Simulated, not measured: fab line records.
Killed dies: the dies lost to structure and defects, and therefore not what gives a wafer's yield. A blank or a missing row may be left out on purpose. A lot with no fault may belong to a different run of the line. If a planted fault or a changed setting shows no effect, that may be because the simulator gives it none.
Which tool is to blame? | flow gf180mcu | Sampling: 6 lots, 18 wafers, 3 of 602 route steps

== WHAT THE GAUGES SHOWED, per wafer ==
GF_TOP_METAL_THK_MEAS_06: measures by xrf.
lot  | measured     | on            | TOP_METAL_ALCU_THK (nm)
L270 | day 27 17:42 | film metro-04 | 888 886 879
L277 | day 29 18:59 | film metro-03 | 890 885 894
L280 | day 30 18:44 | film metro-03 | 897 906 903
L282 | day 31 06:50 | film metro-04 | 904 893 910
L287 | day 32 16:25 | film metro-01 | 899 898 897
L291 | day 33 16:04 | film metro-04 | 889 885 888

== TOOL THAT RAN EACH LOT (tool first, then ch and the chambers of the sampled wafers, then the start) ==
lot  | GF_MIM_STRIP_20                      | GF_V5_CMP_26
L270 | plasma asher-04 ch 0,1, day 25 20:10 | cmp-01 ch 0,1,2, day 27 17:04
L277 | plasma asher-01 ch 0,1, day 28 01:25 | cmp-02 ch 2,3, day 29 18:20
L280 | plasma asher-04 ch 0,1, day 29 02:19 | cmp-02 ch 0,1,3, day 30 18:12
L282 | plasma asher-01 ch 0, day 29 15:32   | cmp-01 ch 0,2, day 31 06:14
L287 | plasma asher-01 ch 0,1, day 31 03:01 | cmp-01 ch 0,1,3, day 32 15:49
L291 | plasma asher-01 ch 1, day 32 05:40   | cmp-02 ch 1,2,3, day 33 15:31
- GF_MIM_STRIP_20: strips in O2/N2.
- GF_V5_CMP_26: polishes, stops on SiO2, t overpolish 15 s, target thk 0 nm.

== THE ANSWER, worked out from the rows above alone ==
Rule: usual is defined by the lots themselves. The widest of any qualifying gaps counts: lots, ordered by their means at a reading, are off when they make up no more than a third of the lots, leave a main group of 4 or more, and stand apart from it by 3 or more times the standard deviation of that group's means. A main group whose means are all the same, to the digits that the tables above print for the reading, isn't used. A lot without any number at a reading at which 4 lots or more have one is off too. Any other lot the step has rows for is counted as sound.
None of the lots is off at any reading shown; this tells nothing.

== WHAT THE SIMULATOR HAD INSERTED ==
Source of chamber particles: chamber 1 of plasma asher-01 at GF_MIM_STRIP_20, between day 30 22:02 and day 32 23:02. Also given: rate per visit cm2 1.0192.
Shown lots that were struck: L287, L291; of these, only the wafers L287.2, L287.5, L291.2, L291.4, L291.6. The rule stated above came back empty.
